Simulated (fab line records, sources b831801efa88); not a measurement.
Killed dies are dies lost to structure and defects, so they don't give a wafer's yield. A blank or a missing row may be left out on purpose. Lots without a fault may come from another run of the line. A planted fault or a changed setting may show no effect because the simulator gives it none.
A struck lot beside a sound one | flow sky130 | 25 steps out of a route of 708
Sound: wafers L161.2, L161.4, L161.5. Struck: wafers L168.1, L168.3, L168.6. The cause comes at the end.
At each step with rows: each side's tool, then ch and its chambers, then its first start. Under that, the readings that differ: sound wafers | struck wafers | difference of the means | sigmas: that difference in standard deviations of wafers without a fault.
alike: readings whose means differ by less than 2 such deviations, and words and numbers that are the same on both sides. not compared: withheld readings, readings that some wafer has no value for, bounds like >300 that may hide the same value, and numbers for which the record gives no deviation and whose values overlap.
The two part at a step that has a row with sigmas, a row that says differs or no value, or rows on one side only. Numbers that don't overlap but have no deviation are shown without sigmas and don't part them. A reading that every wafer of one side lacks parts them only if that side has two wafers or more.

first, 7 steps without rows for these wafers: SKY_FIELD_ISO_HMDS_06 (prime time 60 s); SKY_FIELD_ISO_COAT_07 (resist thk 60 nm); SKY_FIELD_ISO_COAT_08 (resist thk 450 nm); SKY_FIELD_ISO_SOFTBAKE_09 (time 90 s); SKY_FIELD_ISO_EXPOSE_10 (exposes mask FOM, target cd 150 nm); SKY_FIELD_ISO_PEB_11; SKY_FIELD_ISO_DEVELOP_12 (develop time 60 s).
SKY_FIELD_ISO_CD_MEAS_13: target cd 150 nm.
  sound on cd_sem-02, day 2 05:20; struck on cd_sem-02, day 3 19:31
  alike: cd_nm
SKY_FIELD_ISO_ETCH_14: etches BARC in N2/H2, stops on SiO2, time 45.9 s, target depth 60 nm.
  sound on rie_diel-01 ch 1,2, day 2 05:26; struck on rie_diel-01 ch 1,2, day 3 19:38
  alike: drypump_motor_current_A, oes_product_au, run_length_s, throttle_valve_pct
  not compared: rf_hours_counter_h
SKY_FIELD_ISO_ETCH_15: etches the open film in CHF3/O2, stops on Si, target depth 180 nm, time 72 s.
  sound on rie_diel-01 ch 1,2, day 2 05:29; struck on rie_diel-01 ch 1,2, day 3 19:41
  alike: drypump_motor_current_A, oes_product_au, run_length_s, throttle_valve_pct
  not compared: rf_hours_counter_h
SKY_FIELD_ISO_STRIP_16: strips in O2/N2.
  sound on plasma_asher-02 ch 1, day 2 05:32; struck on plasma_asher-02 ch 0,1, day 3 19:44
  alike: drypump_motor_current_A, o2_flow_sccm, oes_product_au, strip_time_to_endpoint_s
  not compared: rf_hours_counter_h
SKY_FIELD_ISO_ETCH_17: etches Si in HBr/Cl2/O2, target depth 342 nm, time 97.7 s.
  sound on rie_si-02 ch 2,3, day 2 05:38; struck on rie_si-01 ch 0,2,3, day 3 19:50
  alike: drypump_motor_current_A, oes_product_au, run_length_s, throttle_valve_pct
  not compared: rf_hours_counter_h
SKY_FIELD_ISO_WET_ETCH_18: etches Si3N4 in H3PO4, target depth 25 nm, time 286 s.
  sound on wet_bench-01 ch 2, day 2 05:42; struck on wet_bench-01 ch 3, day 3 19:55
  reading                                     | sound             | struck            | difference | sigmas
  run_length_s (s)                            | 310 310 310       | 485 485 485       | +175       | +58
  model.Si3N4_of_FIELD_ISO_CVD_03.thk_nm (nm) | 126.1 124.9 126.2 | 107.9 109.2 109.2 | -17.0      |
then, 4 steps without rows for these wafers: SKY_FIELD_ISO_CLEAN_19 (cleans in SC1/SC2, time 150 s); SKY_FIELD_ISO_CLEAN_20 (cleans in dHF, time 20 s); SKY_FIELD_ISO_WET_ETCH_21 (etches SiO2 in dHF, target depth 20 nm, time 400 s); SKY_FIELD_ISO_OXIDATION_22 (stabilise 600 s, purge 300 s, target thk 10 nm).
SKY_FIELD_ISO_THK_MEAS_23:
  sound on film_metro-04, day 2 07:10; struck on film_metro-04, day 3 21:22
  alike: FIELD_ISO_OXIDATION_01_THK
then, 1 step without rows for these wafers: SKY_FIELD_ISO_CVD_24 (deposits SiO2, target thk 595 nm, time 99.2 s).
SKY_FIELD_ISO_THK_MEAS_25:
  sound on film_metro-02, day 2 07:19; struck on film_metro-02, day 3 21:29
  alike: FIELD_ISO_CVD_24_THK
then, 1 step without rows for these wafers: SKY_FIELD_ISO_ANNEAL_26 (time 1800 s).
SKY_FIELD_ISO_CMP_27: polishes, stops on Si3N4, t overpolish 16 s, target thk 457.8 nm.
  sound on cmp-01 ch 0,3, day 2 11:13; struck on cmp-01 ch 1,3, day 3 23:03
  alike: motor_current_A
SKY_FIELD_ISO_WET_ETCH_28: etches SiO2 in dHF, target depth 23.7 nm, time 47 s.
  sound on wet_bench-04 ch 0, day 2 11:28; struck on wet_bench-01 ch 2, day 3 23:21
  reading                                     | sound           | struck          | difference | sigmas
  run_length_s (s)                            | 80.5 80.5 80.5  | 73.3 73.3 73.3  | -7.2       | -4
  model.Si3N4_of_FIELD_ISO_CVD_03.thk_nm (nm) | 120.2 119 120.3 | 102 103.2 103.3 | -17        |
then, 1 step without rows for these wafers: SKY_FIELD_ISO_WET_ETCH_29 (etches Si3N4 in H3PO4, target depth 160 nm, time 1825 s).
-- the record jumps here: 44 days lie between the struck wafers' starts before and after (it left off in module FIELD_ISO and takes up again in module PAD_OPEN, whose first step shown is number 708 of the route) --
SKY_PAD_OPEN_PROBE_99:
  sound on prober-01, day 46 08:55; struck on prober-02, day 48 03:44
  reading                               | sound               | struck               | difference | sigmas
  model.etest.cap_li_to_poly.c_af_um2   | 96.56 97.98 100.2   | 96.4 92.77 93.52     | -4.0       |
  model.etest.cap_poly_to_well.c_af_um2 | 91.14 91.91 89.35   | 98.51 95.32 97.72    | +6.38      |
  model.etest.field_p.vt_v (V)          | -42.27 -41.28 -42.7 | -37.25 -38.06 -38.41 | +4.18      |
  model.etest.field_n.vt_v (V)          | 36.23 35.82 36.35   | 32.35 32.8 33.05     | -3.40      |
  alike: killed_at_M0_to_M3, killed_at_M4_up, killed_at_contacts, killed_at_front_end, killed_at_other, killed_dies, killed_on_rim, killed_open, killed_short
  not compared: model.etest.sram_nfet_pass.off_log10_a_um, model.etest.sram_nfet_pass.vt_v, model.etest.sram_nfet_pass.vt_sat_v

WHERE THEY PART
First at SKY_FIELD_ISO_WET_ETCH_18; last, within this record, at SKY_FIELD_ISO_WET_ETCH_28. Later steps at which nothing parts them and some readings are alike: SKY_PAD_OPEN_PROBE_99.

WHY: what the simulator had put in
Process parameter drift: wet_bench-01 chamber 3, from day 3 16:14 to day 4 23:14, at SKY_FIELD_ISO_WET_ETCH_18. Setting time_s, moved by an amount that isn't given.
